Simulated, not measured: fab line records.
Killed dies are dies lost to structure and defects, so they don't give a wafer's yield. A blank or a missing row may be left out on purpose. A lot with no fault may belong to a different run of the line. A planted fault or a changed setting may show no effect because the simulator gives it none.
Chamber matching | flow sky130 | SKY_METAL4_ETCH_17 on rie diel-04: 4 sister chambers
The step etches SiO2 in C4F8/O2/Ar, stops on TiN, time 3.9 s, target depth 15 nm. 4 wafers are shown with their chamber, then 11 later ones without.

## WAFERS PAIRED WITH THEIR CHAMBERS
wafer  | chamber | oes product au (a.u.)
L087.3 | 3       | 0.753
L088.1 | 2       | 0.747
L088.2 | 1       | 0.766
L090.3 | 0       | 0.748

## WAFERS MISSING THEIR CHAMBER
wafer  | oes product au (a.u.)
L090.5 | 0.741
L090.6 | 0.756
L093.1 | 0.762
L093.3 | 0.749
L093.4 | 0.764
L096.2 | 0.753
L096.3 | 0.760
L096.6 | 0.763
L097.3 | 0.748
L097.4 | 0.759
L097.6 | 0.764

## THE CHAMBER EACH PASSED THROUGH
wafer  | from the rows above               | in truth
L090.5 | can't be placed: 2 or 0 or 3      | 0
L090.6 | can't be placed: 3 or 0 or 2 or 1 | 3
L093.1 | can't be placed: 1 or 3           | 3
L093.3 | can't be placed: 0 or 2 or 3      | 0
L093.4 | 1                                 | 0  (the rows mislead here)
L096.2 | can't be placed: 3 or 0 or 2      | 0
L096.3 | can't be placed: 1 or 3 or 0 or 2 | 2
L096.6 | can't be placed: 1 or 3           | 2
L097.3 | can't be placed: 0 or 2 or 3      | 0
L097.4 | can't be placed: 3 or 1 or 0 or 2 | 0
L097.6 | 1                                 | 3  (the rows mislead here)
Correctly placed: 0 of 11. Unplaceable from these rows: 9, with the true chamber sitting among the candidates in 8. Placed wrongly: 2.
How it was worked out, from the rows above alone: a wafer's distance from a chamber is the root of the sum, over the readings, of the square of ((its reading less the chamber's mean) divided by the reading's scatter). If the next closest chamber is less than 2 further off than the closest, the wafer can't be placed; otherwise it belongs to the closest. Each chamber's mean is taken over the wafers shown for it. The scatter (one wafer shown for each chamber): square how far every hidden wafer sits from the nearest shown wafer, average those squares and take the square root.
